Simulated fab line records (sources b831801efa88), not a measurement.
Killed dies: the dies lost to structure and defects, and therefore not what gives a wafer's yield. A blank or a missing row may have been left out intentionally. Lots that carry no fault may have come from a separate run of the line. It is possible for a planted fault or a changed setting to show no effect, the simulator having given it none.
A struck lot beside a sound one | flow sky130 | 15 out of 708 route steps
Sound: the wafers L364.3, L364.4, L364.6. Struck: wafers L356.1, L356.5 (left out: L356.4, a lot-mate that was not struck); the cause follows at the end.
Each step with rows lists, per side, the tool, then ch with its chambers, then its first start. Under that, the readings that differ: sound wafers | struck wafers | difference of the means | sigmas: that difference in standard deviations of wafers without a fault.
alike: readings whose means differ by less than 2 such deviations, and words and numbers that are the same on both sides. not compared: withheld readings, readings that some wafer has no value for, bounds like >300 that may hide the same value, and numbers for which the record gives no deviation and whose values overlap.
Wherever a step has rows on one side only, a row that says differs or no value, or a row with sigmas, the two part there. Numbers that don't overlap but have no deviation are shown without sigmas and don't part them. A reading missing from all wafers of one side parts the sides only when that side holds two or more wafers.

first, 9 steps without rows for these wafers: SKY_CAPM_CLEAN_17 (cleans in O3/DIW); SKY_METAL3_DEHYDRATE_05 (time 60 s); SKY_METAL3_HMDS_06 (prime time 60 s); SKY_METAL3_COAT_07 (resist thk 60 nm); SKY_METAL3_COAT_08 (resist thk 1140 nm); SKY_METAL3_SOFTBAKE_09 (time 90 s); SKY_METAL3_EXPOSE_10 (exposes mask MM3, target cd 300 nm); SKY_METAL3_PEB_11; SKY_METAL3_DEVELOP_12 (develop time 60 s).
SKY_METAL3_CD_MEAS_13: target cd 300 nm.
  sound on cd_sem-01 at day 43 11:34; struck on cd_sem-01 at day 41 02:25
  alike: cd_nm
SKY_METAL3_OVL_MEAS_14:
  sound on overlay-01 at day 43 11:40; struck on overlay-01 at day 41 02:32
  alike: METAL3_OVL
SKY_METAL3_DESCUM_15: chemistry O2, time 8 s.
  sound on rie_metal-02 ch 0,1, day 43 11:42; struck on rie_metal-01 ch 0, day 41 02:35
  alike: drypump_motor_current_A, he_backside_leak_sccm, oes_product_au
  not compared: rf_hours_counter_h
SKY_METAL3_ETCH_16: etches BARC in N2/H2, stops on SiO2, time 88.2 s, target depth 60 nm.
  sound on rie_metal-02 ch 0,1, day 43 11:45; struck on rie_metal-01 ch 0, day 41 02:37
  reading    | sound             | struck        | difference | sigmas
  bias_w (W) | 99.88 99.95 99.83 | 105.16 104.71 | +5.05      | +17
  alike: drypump_motor_current_A, he_backside_leak_sccm, oes_product_au, throttle_valve_pct
  not compared: rf_hours_counter_h, model.SiO2_of_CAPM_CVD_00.thk_nm
SKY_METAL3_ETCH_17: etches SiO2 in C4F8/O2/Ar, stops on TiN, time 3.9 s, target depth 15 nm.
  sound on rie_diel-01 ch 0,2, day 43 11:49; struck on rie_diel-03 ch 2,3, day 41 02:43
  alike: bias_w, oes_product_au
  not compared: rf_hours_counter_h
after that, 1 step had no rows for these wafers: SKY_PAD_OPEN_PROBE_99.

## WHERE THEY PART
At SKY_METAL3_ETCH_16 and nowhere else, as far as this record goes. Later steps at which nothing parts them and some readings are alike: SKY_METAL3_ETCH_17.

WHY: what the simulator had put in
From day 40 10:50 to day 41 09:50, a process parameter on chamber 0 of rie_metal-01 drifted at SKY_METAL3_ETCH_16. Setting bias_w, moved by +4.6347, from 100. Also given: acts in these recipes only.
